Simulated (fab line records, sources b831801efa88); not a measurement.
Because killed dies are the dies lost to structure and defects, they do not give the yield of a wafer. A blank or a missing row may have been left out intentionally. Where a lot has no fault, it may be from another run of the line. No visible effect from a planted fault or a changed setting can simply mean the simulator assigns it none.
Struck lot and sound lot, side by side || flow gf180mcu || 16 steps out of a route of 602
Sound: these wafers, L214.1, L214.2, L214.5. Struck: wafer L230.5 (L230.4, L230.6, from the same lot, were not struck and are left out); the cause is given at the end.
For every step that has rows: the tool of each side, followed by ch and its chambers, followed by its first start. Under that, the readings that differ: sound wafers || struck wafers || difference of the means || sigmas: that difference in standard deviations of wafers without a fault.
alike: words and numbers the same on both sides, and readings whose means are apart by under 2 such deviations; not compared: readings that were withheld, readings missing a value for some wafer, numbers with overlapping values and no deviation given by the record, and bounds like >300 which may hide the same value.
Wherever a step has rows on one side only, a row that says differs or no value, or a row with sigmas, the two part there. Numbers that don't overlap but have no deviation are shown without sigmas and don't part them. A reading missing from all wafers of one side parts the sides only when that side holds two or more wafers.

GF_POLY_GATE_ETCH_13: etches poly-Si in HBr/Cl2, stops on SiO2, target depth 198.5 nm, time 69.6 s.
  sound on rie_si-02 ch 0,2, day 9 05:57; struck on rie_si-01 ch 1, day 13 20:31
{"reading": "mfc_cl2_sccm (sccm)", "sound": "50.27 50.08 49.97", "struck": 49.75, "difference": -0.36, "sigmas": -2}
  alike: bias_w, chamber_pressure_mTorr, drypump_motor_current_A, oes_product_au, throttle_valve_pct
  not compared: rf_hours_counter_h
GF_POLY_GATE_STRIP_14: strips in O2/N2.
  sound on plasma_asher-03 ch 0,1, day 9 06:00; struck on plasma_asher-02 ch 0, day 13 20:35
  alike: chamber_pressure_mTorr, drypump_motor_current_A, heater_power_w, n2_flow_sccm, oes_product_au
  not compared: rf_hours_counter_h
then, 2 steps without rows for these wafers: GF_POLY_GATE_CLEAN_15 (cleans in SC1/SC2, time 150 s); GF_POLY_GATE_OXIDATION_16 (stabilise 600 s, purge 300 s, target thk 4 nm).
GF_POLY_GATE_THK_MEAS_17:
  struck on film_metro-02, day 13 21:59; sound on film_metro-04, day 9 08:27
  alike: POLY_GATE_OXIDATION_THK
GF_POLY_GATE_CD_MEAS_18:
  struck on cd_sem-01, day 13 22:06; sound on cd_sem-02, day 9 08:31
  alike: cd_nm
then, 6 steps without rows for these wafers: GF_HV_LDD_DEHYDRATE_00 (time 60 s); GF_HV_LDD_HMDS_01 (prime time 60 s); GF_HV_LDD_COAT_02 (resist thk 1000 nm); GF_HV_LDD_SOFTBAKE_03 (time 60 s); GF_HV_LDD_EXPOSE_04 (exposes mask Nplus LV AREA, target cd 400 nm); GF_HV_LDD_PEB_05.
GF_HV_LDD_DEVELOP_06: develop time 60 s.
  sound on litho_track-04 ch 0, day 10 01:37; struck on litho_track-04 ch 0, day 14 18:41
  alike: resist_line_temp_C
GF_HV_LDD_CD_MEAS_07: the cd target is 400 nm.
  struck on cd_sem-01, day 14 18:49; sound on cd_sem-02, day 10 01:46
{"reading": "cd_nm (nm)", "sound": "398.7 397.2 398.3", "struck": 409.7, "difference": "+11.6", "sigmas": "+5"}
GF_HV_LDD_OVL_MEAS_08:
  struck on overlay-02, day 14 18:54; sound on overlay-02, day 10 01:53
{"reading": "HV_LDD_OVL (nm)", "sound": "0.9 3.5 0.1", "struck": -2.1, "difference": -3.6, "sigmas": -3}
-- here the record skips 18 days between the struck wafers' starts before and after, leaving off in module HV_LDD and picking up in module PASSIVATION (first step shown: number 602 of the route) --
GF_PASSIVATION_PROBE_99:
  rows exist in the record for the struck wafers here (prober-02, day 33 05:25), but not for the sound ones

WHERE THEY PART
First at GF_POLY_GATE_ETCH_13; last, within this record, at GF_PASSIVATION_PROBE_99.

WHY: whatever the simulator had introduced
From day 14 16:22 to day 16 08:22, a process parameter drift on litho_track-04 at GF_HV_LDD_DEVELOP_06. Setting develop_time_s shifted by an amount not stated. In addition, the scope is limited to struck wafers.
